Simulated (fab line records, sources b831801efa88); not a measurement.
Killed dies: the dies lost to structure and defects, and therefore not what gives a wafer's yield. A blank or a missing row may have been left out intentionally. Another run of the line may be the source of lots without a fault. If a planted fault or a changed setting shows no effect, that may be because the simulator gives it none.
fab line records | flow gf180mcu
record: lots: 12 wafers: 36 lastDay: 34
route steps=602 shown DUAL_GATE@152 HV_LDD@210 V1@338
lots that met no fault: from a run of the same line without faults
startH: start of the lot's first displayed wafer, in hours after the record's first day | waitH: how many hours have passed since the lot's step before this one | " identical to the entry in the row above | L1.1+2: several wafers, shown together as one row | - no value present, or no start provided | * or withheld: withheld | < > ~ a bound
route shown NAME@n: names a module that has steps shown in the file, with the first one's number in the route | usual: mean and standard deviation over wafers with no fault | same: alike in all rows | chamber/n: place in a boat | sites: per-site readings | _std_site: standard deviation across them | _edge_site: mean of outer sites minus mean of inner sites | radiusMm: how far each site lies from the wafer's centre | mask NAME#n: copy n | behind: tool/chamber where the wafer was last shaped | hold: why the lot was held/for how many hours/how that ended | device: the transistor (n, p or np) that didn't switch | end of line: the same wafers' tests at the end of the route | where a step has no rows: the recipe by itself | killed: not the wafer's yield, but the dies lost to structure and defects at the first sort | map: a wafer's dies, x killed, . not, _ none there
set.NAME: the setting the step ran with; set.NAME@STEP: the setting that earlier step ran with | model.NAME: the simulator's own value behind a step, which no gauge read
route steps across a sampled set of lots; one table per step, one row per wafer
services: from which hour (startH, from the record's first day; less than 0 if before it) a tool's chamber was out of use, for how many hours, and why
== steps ==
step: GF_DUAL_GATE_OVL_MEAS_11
usual: DUAL_GATE_OVL: 0.2/1.5
columns lot.wafer tool chamber startH waitH DUAL_GATE_OVL[nm]
L647.1 overlay-01 - 207.05 0.1 2.1
L647.2 " - " " -0.8
L647.4 " - " " 1.8
L648.1 overlay-01 - 208.95 0.1 -0.9
L648.2 " - " " -0.7
L648.4 " - " " 0.3
L650.1 overlay-02 - 222.51 0.1 -0.4
L650.4 " - " " 1.2
L650.6 " - " " -0.6
L652.1 overlay-01 - 239.32 0.1 0.3
L652.2 " - " " 0.0
L652.4 " - " " -0.4
L653.1 overlay-02 - 247.21 0.1 1.2
L653.4 " - " " 2.3
L653.6 " - " " 2.0
L654.2 overlay-02 - 254.41 0.1 0.5
L654.3 " - " " 2.1
L654.4 " - " " 1.1
L655.4 overlay-02 - 261.97 0.1 1.0
L655.5 " - " " -2.0
L655.6 " - " " -1.5
L658.3 overlay-01 - 283.43 0.1 0.4
L658.5 " - " " 1.7
L658.6 " - " " 0.1
L662.1 overlay-01 - 310.65 0.1 0.2
L662.2 " - " " -0.6
L662.5 " - " " -1.7
L664.1 overlay-02 - 321.70 0.1 -1.6
L664.3 " - " " -2.3
L664.6 " - " " -1.2
L665.1 overlay-02 - 326.07 0.1 1.1
L665.5 " - " " 2.2
L665.6 " - " " 0.0
L666.2 overlay-01 - 338.16 0.1 -0.3
L666.4 " - " " 1.6
L666.6 " - " " 0.4
step: GF_HV_LDD_IMPLANT_34
recipe: species: P energyKev: 60 doseCm2: 7.5e+12 tiltDeg: 30 rotationDeg: 90
usual: doseIonsCm2: 7.501e+12/8.7e+09 endStationPressureTorr: 5.05e-06/2.9e-07 faradayCurrentUA: 42.4/0.8
columns lot.wafer tool chamber startH waitH doseIonsCm2 endStationPressureTorr faradayCurrentUA
L647.1 implanter-01 0 290.28 0.1 7.495e+12 5.11e-06 43.5
L647.2 " 0 " " 7.488e+12 5.36e-06 42.0
L647.4 " 0 " " 7.5e+12 5.06e-06 42.6
L648.1 implanter-02 0 290.48 0.1 7.506e+12 4.77e-06 42.1
L648.2 " 0 " " 7.507e+12 4.88e-06 42.3
L648.4 " 0 " " 7.496e+12 4.87e-06 41.3
L650.1 implanter-03 0 307.21 0.1 7.505e+12 4.72e-06 42.2
L650.4 " 0 " " 7.515e+12 5.13e-06 41.1
L650.6 " 0 " " 7.503e+12 5.11e-06 42.0
L652.1 implanter-03 0 325.66 0.1 7.481e+12 5.33e-06 41.4
L652.2 " 0 " " 7.491e+12 5.57e-06 42.3
L652.4 " 0 " " 7.49e+12 4.73e-06 42.2
L653.1 implanter-03 0 334.98 0.1 4.559e+12 5.38e-06 26.5
L653.4 " 0 " " 4.554e+12 4.96e-06 25.7
L653.6 " 0 " " 4.559e+12 5.02e-06 25.8
L654.2 implanter-02 0 339.90 0.1 7.49e+12 4.64e-06 42.7
L654.3 " 0 " " 7.49e+12 5.02e-06 41.3
L654.4 " 0 " " 7.485e+12 5.32e-06 42.7
L655.4 implanter-03 0 350.17 0.1 4.544e+12 4.96e-06 26.0
L655.5 " 0 " " 4.549e+12 5.01e-06 25.5
L655.6 " 0 " " 4.55e+12 5.23e-06 25.8
L658.3 implanter-02 0 373.13 0.1 7.504e+12 5.82e-06 41.8
L658.5 " 0 " " 7.5e+12 5.38e-06 41.5
L658.6 " 0 " " 7.511e+12 5.47e-06 43.2
L662.1 implanter-02 0 408.02 0.1 7.496e+12 4.64e-06 42.6
L662.2 " 0 " " 7.507e+12 5.35e-06 43.7
L662.5 " 0 " " 7.519e+12 4.52e-06 41.4
L664.1 implanter-02 0 419.27 0.1 7.5e+12 4.88e-06 42.3
L664.3 " 0 " " 7.496e+12 4.82e-06 41.1
L664.6 " 0 " " 7.495e+12 5.35e-06 43.9
L665.1 implanter-02 0 424.38 0.1 7.508e+12 5.12e-06 42.3
L665.5 " 0 " " 7.506e+12 5.29e-06 42.9
L665.6 " 0 " " 7.481e+12 5.43e-06 42.7
L666.2 implanter-03 0 436.15 0.1 7.499e+12 5.29e-06 41.5
L666.4 " 0 " " 7.503e+12 4.95e-06 42.0
L666.6 " 0 " " 7.497e+12 5.02e-06 41.6
step: GF_HV_LDD_TW_MEAS_38
usual: HV_LDD_3_TW: 1424/16
columns lot.wafer tool chamber startH waitH HV_LDD_3_TW
L647.1 filmMetro-04 - 290.83 0.1 1453
L647.2 " - " " 1449
L647.4 " - " " 1455
L648.1 filmMetro-04 - 291.03 0.1 1449
L648.2 " - " " 1446
L648.4 " - " " 1446
L650.1 filmMetro-01 - 307.76 0.1 1432
L650.4 " - " " 1428
L650.6 " - " " 1431
L652.1 filmMetro-02 - 326.21 0.1 1424
L652.2 " - " " 1424
L652.4 " - " " 1420
L653.1 filmMetro-01 - 335.53 0.1 1370
L653.4 " - " " 1367
L653.6 " - " " 1372
L654.2 filmMetro-01 - 340.44 0.1 1421
L654.3 " - " " 1426
L654.4 " - " " 1417
L655.4 filmMetro-01 - 350.67 0.1 1370
L655.5 " - " " 1371
L655.6 " - " " 1366
L658.3 filmMetro-04 - 373.65 0.1 1448
L658.5 " - " " 1444
L658.6 " - " " 1448
L662.1 filmMetro-01 - 408.57 0.1 1415
L662.2 " - " " 1410
L662.5 " - " " 1408
L664.1 filmMetro-04 - 419.82 0.1 1449
L664.3 " - " " 1457
L664.6 " - " " 1452
L665.1 filmMetro-02 - 424.93 0.1 1418
L665.5 " - " " 1424
L665.6 " - " " 1420
L666.2 filmMetro-02 - 436.69 0.1 1425
L666.4 " - " " 1416
L666.6 " - " " 1413
step: GF_HV_LDD_RS_MEAS_53
recipe: thkMeasGauge: four-point-probe
usual: HV_LDD_RS: 417.8/1.1
columns lot.wafer tool chamber startH waitH HV_LDD_RS[ohm/sq]
L647.1 filmMetro-02 - 311.41 0.1 417.6
L647.2 " - " " 416.9
L647.4 " - " " 417.2
L648.1 filmMetro-01 - 312.15 0.1 418.5
L648.2 " - " " 416.6
L648.4 " - " " 418.2
L650.1 filmMetro-04 - 328.60 0.1 417.0
L650.4 " - " " 417.8
L650.6 " - " " 417.5
L652.1 filmMetro-04 - 347.99 0.1 415.9
L652.2 " - " " 417.1
L652.4 " - " " 418.5
L653.1 filmMetro-01 - 357.66 0.1 425.2
L653.4 " - " " 424.7
L653.6 " - " " 424.7
L654.2 filmMetro-04 - 362.15 0.1 415.6
L654.3 " - " " 416.3
L654.4 " - " " 415.5
L655.4 filmMetro-04 - 372.84 0.1 426.8
L655.5 " - " " 425.1
L655.6 " - " " 425.9
L658.3 filmMetro-04 - 396.79 0.1 417.2
L658.5 " - " " 416.3
L658.6 " - " " 417.8
L662.1 filmMetro-02 - 432.24 0.1 417.9
L662.2 " - " " 418.3
L662.5 " - " " 417.5
L664.1 filmMetro-02 - 443.90 0.1 419.8
L664.3 " - " " 420.7
L664.6 " - " " 419.8
L665.1 filmMetro-04 - 450.55 0.4 416.4
L665.5 " - " " 417.2
L665.6 " - " " 418.3
L666.2 filmMetro-01 - 461.32 0.1 418.4
L666.4 " - " " 418.2
L666.6 " - " " 418.9
step: GF_V1_THK_MEAS_03
recipe: reads: SiO2_of_V1_CVD_02
usual: V1_CVD_02_THK: 852/14
columns lot.wafer tool chamber startH waitH V1_CVD_02_THK[nm]
L647.1 filmMetro-01 - 430.66 0.0 855
L647.2 " - " " 847
L647.4 " - " " 863
L648.1 filmMetro-03 - 431.61 0.0 829
L648.2 " - " " 857
L648.4 " - " " 876
L650.1 filmMetro-03 - 453.60 0.0 837
L650.4 " - " " 853
L650.6 " - " " 851
L652.1 filmMetro-02 - 472.71 0.0 844
L652.2 " - " " 874
L652.4 " - " " 872
L653.1 filmMetro-01 - 483.63 0.0 821
L653.4 " - " " 859
L653.6 " - " " 841
L654.2 filmMetro-02 - 487.46 0.0 836
L654.3 " - " " 835
L654.4 " - " " 858
L655.4 filmMetro-01 - 499.31 0.0 860
L655.5 " - " " 866
L655.6 " - " " 868
L658.3 filmMetro-01 - 526.23 0.1 839
L658.5 " - " " 856
L658.6 " - " " 861
L662.1 filmMetro-01 - 558.22 0.0 866
L662.2 " - " " 862
L662.5 " - " " 868
L664.1 filmMetro-03 - 568.40 0.0 849
L664.3 " - " " 843
L664.6 " - " " 867
L665.1 filmMetro-01 - 574.62 0.0 830
L665.5 " - " " 864
L665.6 " - " " 849
L666.2 filmMetro-02 - 584.26 0.0 857
L666.4 " - " " 870
L666.6 " - " " 848
step: GF_V1_CMP_04
recipe: material: SiO2 downForcePsi: 4 platenRpm: 60 padVelocityMS: 0.94248
usual: edgeZonePressureFrac: 1.000/0.0055 motorCurrentA: 12.3/1.5 platenRpm: 60.00/0.038 timeToEndpointS: 78/6.4
columns lot.wafer tool chamber startH waitH edgeZonePressureFrac motorCurrentA platenRpm timeToEndpointS
L647.4 cmp-02 2 430.77 0.1 1.007 13.2 60.00 85
L647.2 " 3 " " 0.998 11.8 59.97 72
L647.1 " 0 " " 0.988 12.1 59.97 73
L648.4 cmp-01 1 431.72 0.1 0.997 14.8 59.98 83
L648.1 " 2 " " 1.007 10.6 60.05 71
L648.2 " 3 " " 1.005 9.2 60.06 80
L650.4 cmp-02 3 453.71 0.1 0.994 12.0 60.03 75
L650.1 " 0 " " 1.001 12.4 59.98 66
L650.6 " 2 " " 1.002 13.3 60.04 78
L652.4 cmp-02 2 472.77 0.0 0.999 13.8 59.99 93
L652.2 " 3 " " 0.991 11.6 59.99 87
L652.1 " 0 " " 1.006 12.3 59.97 72
L653.4 cmp-01 0 483.69 0.0 0.996 12.9 60.03 79
L653.1 " 2 " " 1.000 11.3 60.04 70
L653.6 " 1 " " 1.002 14.5 60.01 74
L654.2 cmp-02 3 487.51 0.0 1.002 12.4 59.96 73
L654.3 " 1 " " 0.999 12.7 60.01 71
L654.4 " 2 " " 1.009 13.6 60.00 86
L655.4 cmp-02 1 499.34 0.0 0.997 13.2 59.97 82
L655.6 " 1 " " 0.997 12.2 59.93 82
L655.5 " 2 " " 0.995 13.7 59.92 88
L658.3 cmp-01 3 526.37 0.1 0.996 9.2 60.00 76
L658.6 " 1 " " 1.003 14.9 60.01 81
L658.5 " 2 " " 0.996 11.3 60.02 85
L662.1 cmp-01 0 558.61 0.4 0.998 12.4 60.01 81
L662.2 " 1 " " 1.007 15.1 60.00 79
L662.5 " 3 " " 0.996 9.5 60.05 85
L664.3 cmp-01 0 568.51 0.1 1.005 12.5 59.98 74
L664.1 " 2 " " 1.008 10.9 59.98 83
L664.6 " 3 " " 1.003 9.2 60.11 87
L665.1 cmp-02 3 574.83 0.2 1.002 12.3 60.04 70
L665.5 " 0 " " 0.999 12.1 59.94 79
L665.6 " 1 " " 1.000 12.7 60.02 78
L666.2 cmp-01 1 584.31 0.0 1.018 15.0 60.01 72
L666.4 " 2 " " 0.997 11.5 60.03 82
L666.6 " 2 " " 0.997 10.5 60.01 73
== services ==
columns tool chamber startH hours kind
implanter-02 - 267.04 2.0 repair
implanter-02 - 277.09 0.6 repair
implanter-01 - 308.36 142.2 pm
cmp-02 - 336.50 5.6 pm
cmp-02 - 342.10 5.8 pm
implanter-03 - 347.10 1.5 repair
implanter-02 - 354.51 0.5 repair
cmp-01 - 384.78 5.6 pm
implanter-03 - 386.06 1.2 repair
implanter-02 - 390.03 1.2 repair
cmp-02 - 404.00 4.0 pm
cmp-02 - 411.99 0.8 repair
implanter-02 - 426.89 3.2 repair
implanter-02 - 432.84 4.6 pm
cmp-01 - 458.06 1.1 repair
implanter-01 - 480.31 1.9 repair
cmp-01 - 494.03 0.7 repair
implanter-03 - 507.48 2.6 pm
cmp-02 - 512.71 6.7 pm
cmp-02 - 528.47 1.4 repair
implanter-02 - 531.97 15.6 pm
cmp-01 - 554.73 2.9 repair
cmp-01 - 572.00 4.0 pm
cmp-01 - 576.78 4.4 pm
== key ==
firstSign: step: GF_HV_LDD_IMPLANT_34 reading: doseIonsCm2 direction: down sigmas: 99+ usual: 7.501e+12 struck: 4.553e+12
effect: step: GF_HV_LDD_IMPLANT_34 reading: faradayCurrentUA direction: down sigmas: 21 usual: 42.4 struck: 25.9
effect: step: GF_HV_LDD_TW_MEAS_38 reading: HV_LDD_3_TW direction: down sigmas: 3.4 usual: 1424 struck: 1369
effect: step: GF_HV_LDD_RS_MEAS_53 reading: HV_LDD_RS direction: up sigmas: 7 usual: 417.8 struck: 425.4
metAt GF_HV_LDD_IMPLANT_34
struckLots L653,L655
testerLeftOut L653,L655
notActingAt GF_DUAL_GATE_OVL_MEAS_11,GF_V1_THK_MEAS_03,GF_V1_CMP_04
onsetBetween 325.66 334.98
fault: kind: processParameterDrift tool: implanter-03 chamber: - onsetH: 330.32 steps: GF_HV_LDD_IMPLANT_34 channel: doseCm2 offset: -2.9479e+12 shape: step endH: 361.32 actsIn: theseRecipesOnly stated: 7.5e+12
testerLeftOut: of these lots the tester's yield and bins aren't shown, on N5 and GAA mostly nor the transistor test; their killed dies are dies lost to structure and defects alone, not to doping, threshold or leakage, so they don't give the yield
